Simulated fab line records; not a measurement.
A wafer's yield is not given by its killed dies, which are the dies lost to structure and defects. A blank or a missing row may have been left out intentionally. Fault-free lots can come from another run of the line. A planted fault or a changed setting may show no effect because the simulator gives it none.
fab line records    flow sky130
[record] lots = 7  wafers = 19  last-day = 50
route steps=708 shown SPACER@305 POLY_CUT@307 SD_P@320 PAD_OPEN@708
lots untouched by any fault: they come from a run of this same line in which no faults occurred
start-h: hours from the record's first day to the start of the lot's first wafer shown    wait-h: time in hours since the lot's previous step    " as in the row above    L1.1+2: a single row standing in for several wafers    - either no value or no given start    * or withheld: withheld    < > ~ a bound
route shown NAME@n: NAME is a module with steps in the file, n the number in the route of the first one    usual: mean and standard deviation over wafers with no fault    same: alike in all rows    chamber/n: place in a boat    sites: readings site by site    _std_site: standard deviation across them    _edge_site: mean of outer sites minus mean of inner sites    radius-mm: for every site, how far away it sits from the centre of the wafer    mask NAME#n: copy n    behind: tool/chamber where the wafer was last shaped    hold: cause of the lot's hold/its duration in hours/its outcome    device: transistor that didn't switch, given as n, p or np    end of line: tests run on the same wafers once the route is complete    a step given without rows: its recipe and nothing more    killed: the dies lost at the first sort to structure and to defects; this is not the yield of the wafer    map: per-die view of a wafer (x killed, . not killed, _ where there is no die)
set.NAME: the setting that was run; set.NAME@STEP: the one run at that earlier step    model.NAME: the simulator's own value behind a step, which no gauge read
certain route steps with their lots: each step a table, each wafer a row
services: from which hour (start-h, from the record's first day; less than 0 if before it) a tool's chamber was out of use, for how many hours, and why
[[steps]]
[step SKY_SPACER_THK_MEAS_01]
[recipe] reads = Si3N4_of_SPACER_CVD_00
[usual] SPACER_CVD_00_THK = 43.0/0.36
lot.wafer  tool           chamber  start-h  wait-h  SPACER_CVD_00_THK[nm]
L184.2     film-metro-02  -        556.07   0.0     42.6
L184.3     "              -        "        "       42.6
L184.4     "              -        "        "       42.9
L195.4     film-metro-04  -        647.45   0.0     42.8
L195.5     "              -        "        "       43.2
L195.6     "              -        "        "       43.1
L196.2     film-metro-04  -        663.86   0.0     42.4
L196.3     "              -        "        "       42.4
L198.4     film-metro-03  -        670.16   0.0     42.4
L198.5     "              -        "        "       42.9
L198.6     "              -        "        "       42.8
L199.3     film-metro-04  -        672.30   0.0     43.1
L199.4     "              -        "        "       43.1
L200.3     film-metro-02  -        692.80   0.0     43.3
L200.4     "              -        "        "       43.5
L200.5     "              -        "        "       43.7
L204.2     film-metro-03  -        717.80   0.0     43.0
L204.4     "              -        "        "       42.9
L204.6     "              -        "        "       43.3
[step SKY_SPACER_ETCHBACK_02]
[recipe] chemistry = CH3F/O2  target = Si3N4  stop-on = SiO2  source-w = 400  bias-w = 80  pressure-mtorr = 25  ch3f-flow-sccm = 40  O2_flow_sccm = 30  time-s = 46.7  target-depth-a = 450
[usual] ch3f-flow-sccm = 39.99/0.13  drypump-motor-current-A = 5.7/0.48  oes-product-au = 0.853/0.0061  throttle-valve-pct = 10.562/0.009
lot.wafer  tool         chamber  start-h  wait-h  ch3f-flow-sccm  drypump-motor-current-A  oes-product-au  rf-hours-counter-h  throttle-valve-pct
L184.2     rie-diel-01  1        556.12   0.0     40.00           5.2                      0.844           14                  10.569
L184.3     "            2        "        "       39.83           5.8                      0.843           67                  10.558
L184.4     "            0        "        "       40.03           5.0                      0.842           8                   10.560
L195.4     rie-diel-01  1        647.48   0.0     40.06           5.2                      0.850           16                  10.557
L195.5     "            2        "        "       39.91           5.8                      0.863           -                   10.548
L195.6     "            3        "        "       40.14           5.0                      0.860           -                   10.558
L196.2     rie-diel-01  2        663.91   0.0     40.13           5.8                      0.847           1                   10.554
L196.3     "            1        "        "       40.21           5.2                      0.844           17                  10.551
L198.4     rie-diel-01  0        670.19   0.0     40.17           4.9                      0.847           10                  10.566
L198.5     "            2        "        "       39.94           5.8                      0.855           -                   10.553
L198.6     "            1        "        "       39.99           5.2                      0.851           -                   10.562
L199.3     rie-diel-01  1        672.34   0.0     40.12           5.2                      0.853           17                  10.565
L199.4     "            0        "        "       40.05           4.9                      0.854           11                  10.545
L200.3     rie-diel-02  3        692.84   0.0     39.79           5.6                      0.850           25                  10.553
L200.4     "            1        "        "       39.88           5.4                      0.864           10                  10.557
L200.5     "            2        "        "       39.97           5.8                      0.857           -                   10.565
L204.2     rie-diel-03  1        717.85   0.0     39.87           6.0                      0.854           10                  10.561
L204.4     "            3        "        "       39.92           6.1                      0.863           -                   10.554
L204.6     "            1        "        "       39.99           6.0                      0.859           -                   10.563
[step SKY_POLY_CUT_DEHYDRATE_00]
[recipe] temp-c = 200  time-s = 60
[step SKY_POLY_CUT_HMDS_01]
[recipe] prime-time-s = 60  prime-temp-c = 120
[step SKY_POLY_CUT_COAT_02]
[recipe] resist = BARC  temp-c = withheld  time-s = withheld  spin-rpm = 3000  resist-thk-nm = 60
[step SKY_POLY_CUT_COAT_03]
[recipe] resist = KrF-thick  spin-rpm = 3000  resist-thk-nm = 450
[step SKY_POLY_CUT_SOFTBAKE_04]
[recipe] temp-c = 100  time-s = 90  resist = KrF-thick
[step SKY_POLY_CUT_EXPOSE_05]
[recipe] mask-id = NPCM  na = 0.8  source-shape = annular  sigma-inner = 0.55  sigma-outer = 0.85  target-cd-nm = 270  dose-mj = 32
[step SKY_POLY_CUT_PEB_06]
[recipe] peb-temp-c = withheld  peb-time-s = withheld  resist = KrF-thick
[step SKY_POLY_CUT_DEVELOP_07]
[recipe] develop-time-s = 60  resist = KrF-thick  dev-temp-c = 21
[step SKY_POLY_CUT_CD_MEAS_08]
[recipe] target-cd-nm = 270
[usual] cd-nm = 270.4/1.5
lot.wafer  tool       chamber  start-h  wait-h  cd-nm
L184.2     cd-sem-01  -        585.04   -       272.6
L184.3     "          -        "        "       271.7
L184.4     "          -        "        "       273.7
L195.4     cd-sem-01  -        674.95   -       269.3
L195.5     "          -        "        "       270.0
L195.6     "          -        "        "       269.4
L196.2     cd-sem-01  -        691.61   -       271.6
L196.3     "          -        "        "       270.9
L198.4     cd-sem-01  -        698.15   -       267.9
L198.5     "          -        "        "       267.0
L198.6     "          -        "        "       268.3
L199.3     cd-sem-02  -        700.63   -       273.3
L199.4     "          -        "        "       271.9
L200.3     cd-sem-02  -        720.16   -       268.4
L200.4     "          -        "        "       269.7
L200.5     "          -        "        "       269.7
L204.2     cd-sem-02  -        744.79   -       270.7
L204.4     "          -        "        "       270.3
L204.6     "          -        "        "       270.8
[step SKY_POLY_CUT_OVL_MEAS_09]
[usual] POLY_CUT_OVL = 3/5
lot.wafer  tool        chamber  start-h  wait-h  POLY_CUT_OVL[nm]
L184.2     overlay-02  -        585.15   0.1     6
L184.3     "           -        "        "       4
L184.4     "           -        "        "       1
L195.4     overlay-01  -        675.03   0.1     -8
L195.5     "           -        "        "       -7
L195.6     "           -        "        "       3
L196.2     overlay-01  -        691.71   0.1     -2
L196.3     "           -        "        "       6
L198.4     overlay-02  -        698.23   0.1     8
L198.5     "           -        "        "       10
L198.6     "           -        "        "       9
L199.3     overlay-02  -        700.72   0.1     5
L199.4     "           -        "        "       6
L200.3     overlay-02  -        720.25   0.1     0
L200.4     "           -        "        "       -7
L200.5     "           -        "        "       -5
L204.2     overlay-01  -        744.90   0.1     0
L204.4     "           -        "        "       4
L204.6     "           -        "        "       -1
[step SKY_POLY_CUT_ETCH_10]
[recipe] chemistry = N2/H2  target = BARC  ion-energy-ev = 200  source-w = 500  bias-w = 100  pressure-mtorr = 30  n2-flow-sccm = 100  h2-flow-sccm = 200  stop-on = SiO2  time-s = 45.9  target-depth-a = 600
[usual] drypump-motor-current-A = 5.9/0.36  oes-product-au = 0.855/0.0051  throttle-valve-pct = 13.224/0.0099
lot.wafer  tool         chamber  start-h  wait-h  drypump-motor-current-A  oes-product-au  rf-hours-counter-h  throttle-valve-pct  model.KrF-thick_of_POLY_CUT_COAT_03.thk-nm  model.POLY_CUT.cd-nm  model.SiO2_of_SONOS_ONO_CVD_04.thk-nm
L184.2     rie-diel-02  1        585.18   0.0     5.4                      0.865           8                   13.218              407.6                                       272.1                 3.976
L184.3     "            2        "        "       5.8                      0.849           9                   13.223              408.1                                       271.9                 4.116
L184.4     "            0        "        "       6.5                      0.848           24                  13.221              409                                         274.1                 4.125
L195.4     rie-diel-03  1        675.04   0.0     6.0                      0.864           9                   13.219              410.5                                       270.3                 4.091
L195.5     "            0        "        "       6.2                      0.853           -                   13.215              412.1                                       271.3                 4.276
L195.6     "            1        "        "       6.0                      0.854           -                   13.226              409.2                                       269.7                 4.169
L196.2     rie-diel-03  1        691.74   0.0     6.0                      0.852           9                   13.226              397.4                                       275.8                 3.385
L196.3     "            2        "        "       6.0                      0.852           48                  13.219              407                                         269.7                 4.262
L198.4     rie-diel-03  3        698.24   0.0     6.1                      0.857           12                  13.223              397.1                                       271.1                 3.329
L198.5     "            0        "        "       6.3                      0.852           -                   13.232              407.6                                       268.2                 4.129
L198.6     "            3        "        "       6.1                      0.857           -                   13.220              408.6                                       268.7                 4.074
L199.3     rie-diel-03  1        700.74   0.0     6.0                      0.855           9                   13.212              408.2                                       273.1                 4.204
L199.4     "            3        "        "       6.1                      0.851           12                  13.217              396.7                                       275.6                 3.436
L200.3     rie-diel-02  2        720.28   0.0     5.8                      0.853           11                  13.224              410.7                                       268                   4.167
L200.4     "            1        "        "       5.4                      0.858           11                  13.222              411.1                                       269.8                 4.255
L200.5     "            0        "        "       6.5                      0.853           -                   13.221              409.2                                       269.5                 4.211
L204.2     rie-diel-02  1        744.93   0.0     5.4                      0.863           11                  13.221              407.8                                       270.7                 4.11
L204.4     "            0        "        "       6.5                      0.852           27                  13.230              408.5                                       270.5                 4.05
L204.6     "            1        "        "       5.4                      0.857           -                   13.243              407.2                                       270.8                 4.019
[step SKY_POLY_CUT_ETCH_11]
[recipe] target = Si3N4  chemistry = CF4/CH2F2/Ar  stop-on = poly-Si  source-w = 600  bias-w = 150  pressure-mtorr = 40  cf4-flow-sccm = 40  ch2f2-flow-sccm = 20  Ar_flow_sccm = 150  time-s = 42.5  target-depth-a = 600
[usual] drypump-motor-current-A = 5.9/0.36  oes-product-au = 0.826/0.0066  throttle-valve-pct = 14.994/0.0094
lot.wafer  tool         chamber  start-h  wait-h  drypump-motor-current-A  oes-product-au  rf-hours-counter-h  throttle-valve-pct  model.POLY_CUT.cd-nm
L184.2     rie-diel-02  1        585.22   0.0     5.4                      0.821           8                   14.981              272.1
L184.3     "            2        "        "       5.8                      0.823           9                   14.994              272
L184.4     "            0        "        "       6.5                      0.824           24                  14.992              274
L195.4     rie-diel-03  1        675.09   0.0     6.0                      0.823           9                   14.998              270.1
L195.5     "            0        "        "       6.3                      0.821           -                   14.987              271.2
L195.6     "            1        "        "       6.0                      0.825           -                   14.995              269.5
L196.2     rie-diel-03  1        691.79   0.0     6.0                      0.836           9                   14.990              275.7
L196.3     "            2        "        "       6.0                      0.828           48                  14.987              269.6
L198.4     rie-diel-03  3        698.29   0.0     6.1                      0.823           12                  14.979              271
L198.5     "            0        "        "       6.3                      0.827           -                   14.996              268.1
L198.6     "            3        "        "       6.1                      0.832           -                   14.998              268.6
L199.3     rie-diel-03  1        700.79   0.0     6.0                      0.819           9                   15.003              273
L199.4     "            3        "        "       6.1                      0.807           12                  14.992              275.5
L200.3     rie-diel-02  2        720.32   0.0     5.8                      0.822           11                  15.009              268
L200.4     "            1        "        "       5.4                      0.823           11                  15.007              269.8
L200.5     "            0        "        "       6.5                      0.822           -                   14.990              269.4
L204.2     rie-diel-02  1        744.97   0.0     5.4                      0.827           11                  14.996              270.6
L204.4     "            0        "        "       6.5                      0.838           27                  14.993              270.4
L204.6     "            1        "        "       5.4                      0.840           -                   15.015              270.7
[step SKY_POLY_CUT_STRIP_12]
[recipe] chemistry = O2/N2  power-w = 1400  pressure-mtorr = 1500  platen-temp-c = withheld  o2-flow-sccm = 3000  n2-flow-sccm = 300  overash-fraction = 0.5
[usual] drypump-motor-current-A = 5.86/0.24  oes-product-au = 0.452/0.0042  strip-time-to-endpoint-s = 5.360/0.019
lot.wafer  tool             chamber  start-h  wait-h  drypump-motor-current-A  oes-product-au  rf-hours-counter-h  strip-time-to-endpoint-s
L184.2     plasma-asher-04  0        585.26   0.0     5.71                     0.460           46                  5.357
L184.3     "                0        "        "       5.69                     0.453           -                   5.353
L184.4     "                1        "        "       5.84                     0.450           -                   5.342
L195.4     plasma-asher-01  0        675.16   0.1     5.41                     0.458           -                   5.379
L195.5     "                1        "        "       6.01                     0.457           -                   5.389
L195.6     "                0        "        "       5.41                     0.456           -                   5.378
L196.2     plasma-asher-04  1        691.83   0.0     5.84                     0.446           57                  5.259
L196.3     "                0        "        "       5.69                     0.458           -                   5.340
L198.4     plasma-asher-03  1        698.36   0.1     6.22                     0.451           -                   5.232
L198.5     "                1        "        "       6.19                     0.444           -                   5.356
L198.6     "                0        "        "       5.98                     0.444           -                   5.368
L199.3     plasma-asher-04  0        700.86   0.1     5.67                     0.449           -                   5.361
L199.4     "                1        "        "       5.84                     0.452           -                   5.244
L200.3     plasma-asher-03  1        720.39   0.1     6.23                     0.454           -                   5.389
L200.4     "                0        "        "       5.95                     0.458           -                   5.396
L200.5     "                0        "        "       5.96                     0.447           -                   5.365
L204.2     plasma-asher-01  1        745.01   0.0     6.00                     0.449           32                  5.341
L204.4     "                1        "        "       6.01                     0.455           -                   5.368
L204.6     "                0        "        "       5.44                     0.456           -                   5.350
[step SKY_SD_P_DEHYDRATE_00]
[recipe] temp-c = 200  time-s = 60
[step SKY_PAD_OPEN_PROBE_99]
[usual] killed_at_M0_to_M3 = 44/7  killed_at_M4_up = 3.1/1.8  killed-at-contacts = 25/5.1  killed-at-front-end = 15/4.3  killed-at-other = 0.3/0.61  killed-dies = 87/9.8  killed-open = 48/7  killed-short = 38/6.3
[same] gross-dies = 492  killed-at-back-side = 0
lot.wafer  tool       chamber  start-h  wait-h  killed_at_M0_to_M3  killed_at_M4_up  killed-at-contacts  killed-at-front-end  killed-at-other  killed-dies  killed-open  killed-short
L195.4     prober-02  -        1154.69  0.2     40                  7                25                  13                   1                86           48           37
L195.5     prober-02  -        1154.74  0.2     56                  1                25                  22                   0                104          59           44
L195.6     prober-02  -        1154.79  0.2     37                  0                28                  11                   0                76           43           33
L198.5     prober-01  -        1170.94  0.2     34                  3                34                  14                   0                85           47           37
// killed by level:class
L195.4 CONTACT:geometric-particle:open=12 VIA1:geometric-particle:open=8 LI_CONTACT:geometric-particle:open=7 VIA2:geometric-particle:open=6 FIELD_ISO:geometric-particle:open=4 LOCAL_INTERCONNECT:geometric-particle:short=4 METAL3:geometric-particle:short=4 METAL1:geometric-particle:short=4
L195.5 VIA1:geometric-particle:open=14 FIELD_ISO:geometric-particle:open=8 LI_CONTACT:geometric-particle:open=8 CONTACT:geometric-particle:open=7 VIA1:geometric-particle:short=7 VIA3:geometric-particle:open=7 METAL1:geometric-particle:short=6 CONTACT:geometric-particle:short=5
L195.6 CONTACT:geometric-particle:open=12 LI_CONTACT:geometric-particle:open=9 VIA2:geometric-particle:open=7 METAL2:geometric-particle:short=6 METAL1:geometric-particle:short=6 VIA1:geometric-particle:open=6 LOCAL_INTERCONNECT:geometric-particle:short=5 FIELD_ISO:geometric-particle:open=3
L198.5 CONTACT:geometric-particle:open=13 LI_CONTACT:geometric-particle:open=11 VIA1:geometric-particle:open=9 CONTACT:geometric-particle:short=7 VIA1:geometric-particle:short=5 VIA2:geometric-particle:open=5 FIELD_ISO:geometric-particle:short=3 FIELD_ISO:geometric-particle:open=3
[[services]]
tool             chamber  start-h  hours  kind
rie-diel-03      0        534.64   8.3    repair
rie-diel-02      -        564.69   2.8    pm
rie-diel-01      3        567.68   4.2    repair
rie-diel-03      0        595.95   -      clean
rie-diel-03      0        595.95   37.5   scheduled-down
rie-diel-03      0        595.95   37.5   vent-cycle
rie-diel-01      2        597.04   1.4    repair
rie-diel-02      -        601.68   14.6   pm
plasma-asher-04  -        605.54   0.7    repair
rie-diel-01      -        618.49   3.7    repair
rie-diel-01      2        622.17   -      clean
rie-diel-01      2        622.17   12.1   scheduled-down
rie-diel-01      2        622.17   12.1   vent-cycle
plasma-asher-01  -        639.65   0.9    repair
rie-diel-02      2        642.89   1.7    repair
plasma-asher-03  -        645.55   0.4    repair
plasma-asher-03  -        648.26   14.6   pm
rie-diel-03      1        651.53   5.1    repair
rie-diel-03      -        660.29   4.3    pm
rie-diel-02      -        668.11   10.0   pm
plasma-asher-04  -        707.38   15.6   pm
rie-diel-03      2        714.51   40.5   repair
[[key]]
[first-sign] step = SKY_POLY_CUT_STRIP_12  reading = strip-time-to-endpoint-s  direction = down  sigmas = 6.1  usual = *  struck = *
effect none on later readings
[model-effect] step = SKY_POLY_CUT_ETCH_10  value = KrF-thick_of_POLY_CUT_COAT_03.thk-nm  without = 407.8  struck = 397.1
[model-effect] step = SKY_POLY_CUT_ETCH_11  value = POLY_CUT.cd-nm  without = 270.7  struck = 274.1
met-at SKY_POLY_CUT_ETCH_10
struck-wafers L196.2,L198.4,L199.4
tester-left-out L196,L198,L199
onset-between 675.04 691.74
[fault] kind = process-parameter-drift  tool = rie-diel-03  chamber = -  onset-h = 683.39  steps = SKY_POLY_CUT_ETCH_10  channel = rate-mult  offset = 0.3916  shape = step  end-h = 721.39  scope = struck-wafers-only
// tester-left-out: of these lots the tester's yield and bins aren't shown, on N5 and GAA mostly nor the transistor test; their killed dies are dies lost to structure and defects alone, not to doping, threshold or leakage, so they don't give the yield
